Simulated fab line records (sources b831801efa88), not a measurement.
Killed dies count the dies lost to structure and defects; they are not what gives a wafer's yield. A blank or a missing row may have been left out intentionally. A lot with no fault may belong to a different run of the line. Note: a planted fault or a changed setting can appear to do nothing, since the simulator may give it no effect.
2 desks, one fault :: flow sky130 :: numbers are kept per desk, each desk with only its own; the story behind them comes last

METROLOGY DESK
Lot by lot, what the gauges showed, no matter which tool ran the lot: averages of those sampled wafers that carry a number. If a lot's mean is further than 4 standard deviations from the usual mean, the lot is out of limits and carries the mark OUT (the distance appears in the brackets).
Columns: A = cd nm at SKY_POLY_GATE_CD_MEAS_13, usual 149.4 nm; B = POLY_GATE_OXIDATION_THK at SKY_POLY_GATE_THK_MEAS_21, usual 3.99 nm
lot: L719
first seen here: day 16 01:25
A: 149.6
B: 3.97

lot: L721
first seen here: day 16 23:10
A: 148.3
B: 3.88

lot: L720
first seen here: day 16 23:11
A: 150.5
B: 4.11

lot: L722
first seen here: day 17 16:19
A: 151.9
B: 4.05

lot: L724
first seen here: day 18 13:40
A: 149.2
B: 3.86

lot: L729
first seen here: day 20 13:40
A: 149.7
B: 4.00

lot: L731
first seen here: day 20 23:09
A: 148.4
B: 4.00

lot: L733
first seen here: day 21 13:30
A: 148.2
B: 3.94

lot: L737
first seen here: day 22 19:47
A: 148.7
B: 3.94

lot: L738
first seen here: day 23 11:31
A: 149.2
B: 4.01

lot: L740
first seen here: day 23 23:45
A: 148.2
B: 4.08

lot: L741
first seen here: day 24 11:05
A: 148.2
B: 3.93

lot: L742
first seen here: day 24 22:38
A: 148.4
B: 4.01
This desk's verdict: no lot among the 13 shows anything out of limits.

AT THE TOOL OWNER'S DESK: implanter-03
The tool's own readings at SKY_LDD_N_IMPLANT_15, given as means over the sampled wafers that have a number, one for each lot that went through this tool. If a lot's mean is further than 4 standard deviations from the usual mean, the lot is out of limits and carries the mark OUT (the distance appears in the brackets).
Columns: A = dose ions cm2 at SKY_LDD_N_IMPLANT_15, usual 5e+12; B = faraday current uA at SKY_LDD_N_IMPLANT_15, usual 28.1
lot: L719
first seen here: day 17 10:17
A: 5e+12
B: 28.2

lot: L721
first seen here: day 18 08:24
A: 5e+12
B: 28.2

lot: L722
first seen here: day 19 02:53
A: 5e+12
B: 27.7

lot: L724
first seen here: day 20 00:03
A: 5e+12
B: 28.0

lot: L729
first seen here: day 22 00:21
A: 7e+12 (+99 or more) OUT
B: 40.8 (+24) OUT

lot: L731
first seen here: day 22 09:39
A: 7e+12 (+99 or more) OUT
B: 40.6 (+24) OUT

lot: L738
first seen here: day 24 19:27
A: 5e+12
B: 28.8

lot: L740
first seen here: day 25 07:01
A: 5e+12
B: 27.7

lot: L741
first seen here: day 25 19:31
A: 5e+12
B: 28.2

lot: L742
first seen here: day 26 07:00
A: 5e+12
B: 28.2
Finding of this desk: L729, L731 out of limits; the first was L729 at day 22 00:21, on dose ions cm2 at SKY_LDD_N_IMPLANT_15. L719, L721, L722, L724, L738, L740, L741, L742 stayed within limits.

BROUGHT TOGETHER
On L729, L731, at day 22 00:21, an alarm was possible from the tool owner's desk.
Metrology desk: nothing out of limits seen.
The metrology desk holds a record of L729, L731, inside its limits.
All the named lots went through SKY_LDD_N_IMPLANT_15 on implanter-03.

WHAT THE SIMULATOR PUT IN
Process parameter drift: implanter-03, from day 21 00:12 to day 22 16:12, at SKY_LDD_N_IMPLANT_15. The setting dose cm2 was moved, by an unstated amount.
Lots struck among those shown: L729, L731.
Hours from the fault's start to each desk's first reading out of limits: the tool owner's desk, 24.
